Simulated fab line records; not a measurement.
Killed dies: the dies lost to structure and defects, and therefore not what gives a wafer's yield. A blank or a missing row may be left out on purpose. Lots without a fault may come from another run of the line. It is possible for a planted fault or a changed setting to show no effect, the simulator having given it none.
fab line records	flow sky130
[record] lots = 13	wafers = 39	last-day = 50
route steps=708 shown SONOS_TUNNEL@164 CAP2M@606 VIA4@650 PAD_OPEN@702
lots that met no fault: taken from a fault-free run of the same line
start-h: the number of hours between the record's first day and the start of the first shown wafer of the lot	wait-h: time in hours since the lot's previous step	" the same as in the row above	L1.1+2: one row covering several wafers at once	- value missing, or start not given	* or withheld: withheld	< > ~ a bound
route shown NAME@n: names a module that has steps shown in the file, with the first one's number in the route	usual: average and standard deviation across the fault-free wafers	same: alike in all rows	chamber/n: place in a boat	sites: each site's reading	_std_site: how widely they spread, as a standard deviation	_edge_site: the outer-site mean with the inner-site mean subtracted	radius-mm: for every site, how far away it sits from the centre of the wafer	mask NAME#n: copy n	behind: the last tool/chamber to shape the wafer	hold: what put the lot on hold/how long, in hours/how the hold closed	device: the n, p or np transistor that did not switch	end of line: at the end of the route, the tests of the same wafers	a step with no rows: only its recipe	killed: not the wafer's yield, but the dies lost to structure and defects at the first sort	map: a wafer's dies, x killed, . not, _ none there
set.NAME: the setting the step ran with; set.NAME@STEP: the setting that earlier step ran with	model.NAME: the simulator's own value behind a step, which no gauge read
the route's steps for a sample of lots (tables are steps, rows are wafers)
services: a tool's chamber out of use, with start hour (start-h, from the record's first day; less than 0 if before it), hours out, and reason
[[steps]]
[step SKY_SONOS_TUNNEL_WET_ETCH_10]
[recipe] chemistry = dHF	target-depth-nm = 14	target = SiO2	dilution = 100:1	temp-c = 25	time-s = 280
lot.wafer	tool	chamber	start-h	wait-h
L111.1+5+6	wet-bench-02	1	249.34	0.1
L112.2+3+5	wet-bench-02	3	254.48	0.1
L114.1+2+5	wet-bench-04	2	267.70	0.1
L115.1+5+6	wet-bench-04	1	276.40	0.1
L116.2+3+6	wet-bench-02	3	285.70	0.1
L117.1+5+6	wet-bench-04	2	292.05	0.1
L118.2+3+6	wet-bench-02	3	305.28	0.1
L121.4+5+6	wet-bench-04	3	328.30	0.1
L125.2+5+6	wet-bench-02	0	376.35	0.1
L126.1+3+5	wet-bench-02	2	383.45	0.1
L130.1+2+3	wet-bench-03	1	409.00	0.1
L132.2+4+6	wet-bench-03	0	417.33	0.1
L133.1+4+6	wet-bench-04	0	427.78	0.1
[step SKY_CAP2M_RS_MEAS_03]
[recipe] thk-meas-gauge = four-point-probe	reads = TiN_of_CAP2M_SPUTTER_02
[usual] CAP2M_TIN_RS = 6.94/0.079
lot.wafer	tool	chamber	start-h	wait-h	CAP2M_TIN_RS[ohm/sq]
L111.1	film-metro-02	-	936.74	0.1	6.83
L111.5	"	-	"	"	6.96
L111.6	"	-	"	"	6.93
L112.2	film-metro-03	-	937.13	0.1	7.13
L112.3	"	-	"	"	7.03
L112.5	"	-	"	"	7.11
L114.1	film-metro-04	-	948.70	0.1	6.86
L114.2	"	-	"	"	6.97
L114.5	"	-	"	"	6.97
L115.1	film-metro-04	-	954.85	0.1	6.95
L115.5	"	-	"	"	6.94
L115.6	"	-	"	"	6.92
L116.2	film-metro-03	-	964.87	0.1	7.00
L116.3	"	-	"	"	6.93
L116.6	"	-	"	"	7.02
L117.1	film-metro-02	-	970.13	0.1	6.90
L117.5	"	-	"	"	6.90
L117.6	"	-	"	"	6.88
L118.2	film-metro-02	-	984.87	0.1	6.88
L118.3	"	-	"	"	6.86
L118.6	"	-	"	"	6.81
L121.4	film-metro-02	-	1003.00	0.1	6.84
L121.5	"	-	"	"	6.99
L121.6	"	-	"	"	6.85
L125.2	film-metro-04	-	1044.42	0.1	7.01
L125.5	"	-	"	"	6.99
L125.6	"	-	"	"	7.05
L126.1	film-metro-04	-	1048.32	0.1	6.93
L126.3	"	-	"	"	6.89
L126.5	"	-	"	"	6.98
L130.1	film-metro-03	-	1066.02	0.1	6.96
L130.2	"	-	"	"	6.91
L130.3	"	-	"	"	6.87
L132.2	film-metro-04	-	1069.36	0.1	7.00
L132.4	"	-	"	"	6.93
L132.6	"	-	"	"	7.03
L133.1	film-metro-02	-	1081.51	0.1	6.92
L133.4	"	-	"	"	6.97
L133.6	"	-	"	"	6.96
[step SKY_VIA4_OVL_MEAS_11]
[usual] VIA4_OVL = 0.2/1.4
lot.wafer	tool	chamber	start-h	wait-h	VIA4_OVL[nm]
L111.1	overlay-01	-	1010.14	0.1	-0.2
L111.5	"	-	"	"	0.4
L111.6	"	-	"	"	1.8
L112.2	overlay-01	-	1011.25	0.1	-2.0
L112.3	"	-	"	"	-0.5
L112.5	"	-	"	"	-1.3
L114.1	overlay-01	-	1021.99	0.1	-0.6
L114.2	"	-	"	"	0.9
L114.5	"	-	"	"	-0.2
L115.1	overlay-02	-	1028.93	0.1	1.6
L115.5	"	-	"	"	1.2
L115.6	"	-	"	"	1.6
L116.2	overlay-02	-	1037.00	0.1	1.5
L116.3	"	-	"	"	0.8
L116.6	"	-	"	"	-0.4
L117.1	overlay-01	-	1041.49	0.1	-0.9
L117.5	"	-	"	"	-0.8
L117.6	"	-	"	"	-0.3
L118.2	overlay-02	-	1054.80	0.1	-0.3
L118.3	"	-	"	"	0.0
L118.6	"	-	"	"	-0.6
L121.4	overlay-02	-	1071.46	0.1	-3.1
L121.5	"	-	"	"	-3.0
L121.6	"	-	"	"	0.0
L125.2	overlay-01	-	1109.35	0.1	-1.4
L125.5	"	-	"	"	-2.6
L125.6	"	-	"	"	-1.3
L126.1	overlay-01	-	1114.19	0.1	2.5
L126.3	"	-	"	"	1.5
L126.5	"	-	"	"	0.4
L130.1	overlay-02	-	1129.28	0.1	2.1
L130.2	"	-	"	"	0.6
L130.3	"	-	"	"	1.3
L132.2	overlay-01	-	1131.90	0.1	0.0
L132.4	"	-	"	"	0.3
L132.6	"	-	"	"	0.0
L133.1	overlay-01	-	1142.24	0.1	-0.3
L133.4	"	-	"	"	0.6
L133.6	"	-	"	"	0.7
[step SKY_PAD_OPEN_STRIP_08]
[recipe] chemistry = O2/N2	power-w = 1400	pressure-mtorr = 1500	platen-temp-c = withheld	overash-fraction = 0.7	o2-flow-sccm = 3000	n2-flow-sccm = 300
[usual] chamber-pressure-mTorr = 1500.1/1.5	drypump-motor-current-A = 5.6/0.37	oes-product-au = 0.663/0.0052	strip-time-to-endpoint-s = 37.02/0.097
[same] overash-fraction = 0.7
lot.wafer	tool	chamber	start-h	wait-h	chamber-pressure-mTorr	drypump-motor-current-A	oes-product-au	rf-hours-counter-h	strip-time-to-endpoint-s
L111.1	plasma-asher-01	0	1078.60	0.1	1500.9	5.4	0.663	98	36.94
L111.5	"	0	"	"	1501.1	5.4	0.663	-	37.04
L111.6	"	1	"	"	1497.4	5.5	0.669	-	37.04
L112.2	plasma-asher-04	1	1081.20	0.1	1502.1	5.0	0.665	0	37.06
L112.3	"	0	"	"	1500.2	5.3	0.656	-	37.16
L112.5	"	0	"	"	1500.6	5.3	0.660	-	37.09
L114.1	plasma-asher-03	1	1091.70	0.1	1498.6	5.9	0.654	66	37.04
L114.2	"	0	"	"	1500.4	6.0	0.665	66	37.11
L114.5	"	1	"	"	1499.2	5.9	0.666	-	37.03
L115.1	plasma-asher-04	0	1094.60	0.1	1500.6	5.4	0.666	2	37.07
L115.5	"	1	"	"	1501.7	5.0	0.659	-	37.06
L115.6	"	0	"	"	1500.7	5.4	0.666	-	37.05
L116.2	plasma-asher-01	1	1103.40	0.1	1501.9	5.5	0.646	100	37.00
L116.3	"	0	"	"	1501.2	5.5	0.658	-	37.07
L116.6	"	1	"	"	1500.8	5.5	0.664	-	37.03
L117.1	plasma-asher-03	1	1107.70	0.1	1499.0	5.9	0.658	68	37.07
L117.5	"	1	"	"	1498.9	5.9	0.661	-	36.98
L117.6	"	0	"	"	1499.6	6.0	0.661	-	37.05
L118.2	plasma-asher-03	0	1119.05	0.1	1502.0	6.0	0.664	69	37.01
L118.3	"	0	"	"	1501.2	6.0	0.665	-	37.01
L118.6	"	0	"	"	1502.6	6.0	0.664	-	36.97
L121.4	plasma-asher-03	1	1134.13	0.1	1501.5	5.9	0.665	-	37.05
L121.5	"	1	"	"	1500.6	5.9	0.662	-	37.03
L121.6	"	0	"	"	1500.9	6.0	0.667	-	37.06
L125.2	plasma-asher-03	0	1168.20	0.1	1501.9	6.0	0.674	74	37.00
L125.5	"	1	"	"	1498.2	5.9	0.652	-	36.89
L125.6	"	0	"	"	1500.5	6.0	0.661	-	36.92
L126.1	plasma-asher-04	0	1173.30	0.1	1498.3	5.3	0.665	9	37.03
L126.3	"	1	"	"	1500.4	5.0	0.668	-	37.06
L126.5	"	1	"	"	1499.6	5.0	0.666	-	36.94
L130.1	plasma-asher-03	1	1185.00	0.1	1500.6	5.9	0.656	75	36.97
L130.2	"	0	"	"	1498.7	6.0	0.660	75	36.95
L130.3	"	0	"	"	1501.1	6.0	0.664	-	37.06
L132.2	plasma-asher-03	0	1188.50	0.1	1499.6	6.0	0.659	76	37.03
L132.4	"	1	"	"	1500.6	5.9	0.657	-	37.03
L132.6	"	0	"	"	1500.9	6.0	0.657	-	36.94
L133.1	plasma-asher-01	1	1197.10	0.1	1497.4	5.5	0.666	110	36.82
L133.4	"	0	"	"	1501.5	5.5	0.659	-	36.87
L133.6	"	1	"	"	1499.5	5.5	0.661	-	36.94
[step SKY_PAD_OPEN_PROBE_99]
[usual] killed_at_M0_to_M3 = 42/6.7	killed_at_M4_up = 3.4/2	killed-at-contacts = 24/5.1	killed-at-front-end = 14/4.2	killed-at-other = 0.2/0.49	killed-dies = 84/8.4	killed-open = 46/7	killed-short = 39/5.8
[same] gross-dies = 492	killed-at-back-side = 0
lot.wafer	tool	chamber	start-h	wait-h	killed_at_M0_to_M3	killed_at_M4_up	killed-at-contacts	killed-at-front-end	killed-at-other	killed-dies	killed-open	killed-short
L125.2	prober-02	-	1170.46	0.1	30	5	18	79	0	132	42	30
L125.5	prober-02	-	1170.61	0.2	35	6	14	79	0	134	38	29
L125.6	prober-02	-	1170.66	0.2	40	1	26	73	0	140	41	37
L126.1	prober-02	-	1175.57	0.1	33	4	23	44	1	105	33	38
L126.3	prober-02	-	1175.67	0.2	38	6	34	47	0	125	48	36
L126.5	prober-02	-	1175.77	0.2	29	3	27	57	1	117	37	38
// killed by level:class
L125.2 SONOS_TUNNEL:unspecified=60 FIELD_ISO:geometric-particle:open=8 VIA1:geometric-particle:open=7 LI_CONTACT:geometric-particle:open=6 CONTACT:geometric-particle:open=6 FIELD_ISO:geometric-particle:short=5 VIA2:geometric-particle:open=5 POLY_GATE:geometric-particle:short=3
L125.5 SONOS_TUNNEL:unspecified=67 VIA1:geometric-particle:open=12 METAL1:geometric-particle:short=8 VIA2:geometric-particle:open=6 CONTACT:geometric-particle:open=5 FIELD_ISO:geometric-particle:short=4 METAL4:geometric-particle:short=4 POLY_GATE:geometric-particle:open=3
L125.6 SONOS_TUNNEL:unspecified=62 VIA1:geometric-particle:open=10 METAL2:geometric-particle:short=8 CONTACT:geometric-particle:open=7 VIA2:geometric-particle:open=7 FIELD_ISO:geometric-particle:short=5 LI_CONTACT:geometric-particle:short=5 CONTACT:geometric-particle:short=5
L126.1 SONOS_TUNNEL:unspecified=34 CONTACT:geometric-particle:open=8 VIA3:geometric-particle:open=7 METAL1:geometric-particle:short=6 LOCAL_INTERCONNECT:geometric-particle:short=5 CONTACT:geometric-particle:short=5 METAL4:geometric-particle:short=4 FIELD_ISO:geometric-particle:open=3
L126.3 SONOS_TUNNEL:unspecified=41 CONTACT:geometric-particle:open=11 LI_CONTACT:geometric-particle:open=10 VIA1:geometric-particle:open=7 VIA2:geometric-particle:open=7 LOCAL_INTERCONNECT:geometric-particle:short=6 CONTACT:geometric-particle:short=6 VIA3:geometric-particle:short=6
L126.5 SONOS_TUNNEL:unspecified=42 LI_CONTACT:geometric-particle:open=9 CONTACT:geometric-particle:open=9 VIA2:geometric-particle:open=6 CONTACT:geometric-particle:short=6 FIELD_ISO:geometric-particle:short=5 POLY_GATE:geometric-particle:short=5 METAL1:geometric-particle:short=5
[[services]]
tool	chamber	start-h	hours	kind
wet-bench-04	-	325.50	1.5	repair
plasma-asher-03	-	333.11	1.4	repair
wet-bench-04	-	407.21	0.7	repair
plasma-asher-03	-	421.25	9.0	pm
plasma-asher-03	-	433.32	0.5	repair
wet-bench-02	-	477.29	2.2	repair
plasma-asher-01	-	511.59	14.6	pm
plasma-asher-01	-	616.12	4.0	pm
wet-bench-04	-	653.40	1.0	repair
plasma-asher-01	-	717.59	0.9	repair
plasma-asher-04	-	754.59	1.5	repair
plasma-asher-04	-	772.36	2.8	pm
plasma-asher-04	-	789.88	3.2	repair
plasma-asher-03	-	819.31	2.8	pm
plasma-asher-03	-	833.50	15.6	pm
wet-bench-02	-	853.25	2.6	repair
plasma-asher-03	-	861.53	4.5	repair
plasma-asher-01	-	881.68	0.9	repair
plasma-asher-01	-	896.61	2.8	repair
wet-bench-02	-	899.92	3.6	repair
plasma-asher-03	-	1003.84	14.6	pm
wet-bench-02	-	1030.83	1.9	pm
wet-bench-02	-	1056.96	0.8	repair
wet-bench-04	-	1158.81	4.4	pm
[[key]]
[first-sign] step = SKY_PAD_OPEN_PROBE_99	reading = killed-at-front-end	direction = up	sigmas = 12	usual = 14	struck = 63
[effect] step = SKY_PAD_OPEN_PROBE_99	reading = killed-dies	direction = up	sigmas = 4.9	usual = 84	struck = 126
met-at SKY_SONOS_TUNNEL_WET_ETCH_10
struck-lots L125,L126
tester-left-out L125,L126
not-acting-at SKY_CAP2M_RS_MEAS_03,SKY_VIA4_OVL_MEAS_11,SKY_PAD_OPEN_STRIP_08
onset-between 305.28 376.35
[fault] kind = chamber-particle-source	tool = wet-bench-02	chamber = -	onset-h = 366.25	steps = SKY_SONOS_TUNNEL_WET_ETCH_10	rate-per-visit-cm2 = 1.6684	end-h = 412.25
// tester-left-out: of these lots the tester's yield and bins aren't shown, on N5 and GAA mostly nor the transistor test; their killed dies are dies lost to structure and defects alone, not to doping, threshold or leakage, so they don't give the yield
